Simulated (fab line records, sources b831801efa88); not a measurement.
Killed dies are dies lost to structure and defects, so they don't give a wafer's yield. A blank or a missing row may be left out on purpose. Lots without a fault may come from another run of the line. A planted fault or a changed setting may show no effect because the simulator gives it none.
A struck lot beside a sound one | flow gf180mcu | 19 steps out of a route of 602
Sound: wafers L414.1, L414.3, L414.4. Struck: wafers L424.2, L424.5, L424.6. The cause comes at the end.
At each step with rows: each side's tool, then ch and its chambers, then its first start. Under that, the readings that differ: sound wafers | struck wafers | difference of the means | sigmas: that difference in standard deviations of wafers without a fault.
alike: readings whose means differ by less than 2 such deviations, and words and numbers that are the same on both sides. not compared: withheld readings, readings that some wafer has no value for, bounds like >300 that may hide the same value, and numbers for which the record gives no deviation and whose values overlap.
The two part at a step that has a row with sigmas, a row that says differs or no value, or rows on one side only. Numbers that don't overlap but have no deviation are shown without sigmas and don't part them. A reading that every wafer of one side lacks parts them only if that side has two wafers or more.

first, 2 steps without rows for these wafers: GF_M1_CLEAN_19 (cleans in DIW); GF_V1_CVD_00 (deposits SiO2, target thk 600 nm, time 100 s).
GF_V1_THK_MEAS_01:
  sound on film_metro-04, day 18 07:13; struck on film_metro-01, day 22 09:28
  alike: V1_CVD_00_THK
GF_V1_CVD_02: deposits SiO2 from TEOS, target thk 850 nm, time 94.851 s.
  sound on pecvd-02 ch 0,1, day 18 07:17; struck on pecvd-04 ch 1,2, day 22 09:31
  alike: heater_power_w, rf_fwd_power_W, susceptor_temp_C
GF_V1_THK_MEAS_03:
  sound on film_metro-02, day 18 07:21; struck on film_metro-04, day 22 09:35
  alike: V1_CVD_02_THK
GF_V1_CMP_04: polishes SiO2.
  sound on cmp-02 ch 1,2,3, day 18 07:28; struck on cmp-01 ch 0,1, day 22 09:38
  alike: motor_current_A, retaining_ring_pressure_frac, time_to_endpoint_s
GF_V1_BOW_MEAS_05:
  sound on film_metro-02, day 18 07:43; struck on film_metro-01, day 22 09:58
  alike: V1_BOW
then, 5 steps without rows for these wafers: GF_V1_DEHYDRATE_06 (time 60 s); GF_V1_HMDS_07 (prime time 60 s); GF_V1_COAT_08; GF_V1_COAT_09 (resist thk 1000 nm); GF_V1_SOFTBAKE_10 (time 60 s).
GF_V1_EXPOSE_11: exposes mask Via1, target cd 260 nm.
  sound on krf_scanner-02 ch 0, day 18 19:43; struck on krf_scanner-01 ch 0, day 22 22:02
  reading                    | sound             | struck            | difference | sigmas
  model.V1.overlay_x_nm (nm) | 2.671 2.671 2.671 | 42.88 42.88 42.88 | +40.21     |
  alike: mask
then, 2 steps without rows for these wafers: GF_V1_PEB_12 (peb time 90 s); GF_V1_DEVELOP_13 (develop time 60 s).
GF_V1_CD_MEAS_14: target cd 260 nm.
  sound on cd_sem-01, day 19 08:03; struck on cd_sem-02, day 23 07:59
  alike: cd_nm
GF_V1_OVL_MEAS_15:
  sound on overlay-02, day 19 08:10; struck on overlay-01, day 23 08:05
  reading     | sound | struck   | difference | sigmas
  V1_OVL (nm) | 7 8 7 | 39 44 48 | +36        | +7
GF_V1_ETCH_16: etches BARC in N2/H2.
  sound on rie_diel-04 ch 0,2,3, day 19 08:13; struck on rie_diel-01 ch 0,1,3, day 23 08:07
  alike: chamber_pressure_mTorr, drypump_motor_current_A, n2_flow_sccm, oes_product_au, rf_fwd_power_W, throttle_valve_pct
-- the record jumps here: 10 days lie between the struck wafers' starts before and after (it left off in module V1 and takes up again in module PASSIVATION, whose first step shown is number 602 of the route) --
GF_PASSIVATION_PROBE_99:
  the record has rows for the struck wafers here (prober-02, day 33 01:35) and none for the sound ones

WHERE THEY PART
First at GF_V1_OVL_MEAS_15; last, within this record, at GF_PASSIVATION_PROBE_99.

WHY: what the simulator had put in
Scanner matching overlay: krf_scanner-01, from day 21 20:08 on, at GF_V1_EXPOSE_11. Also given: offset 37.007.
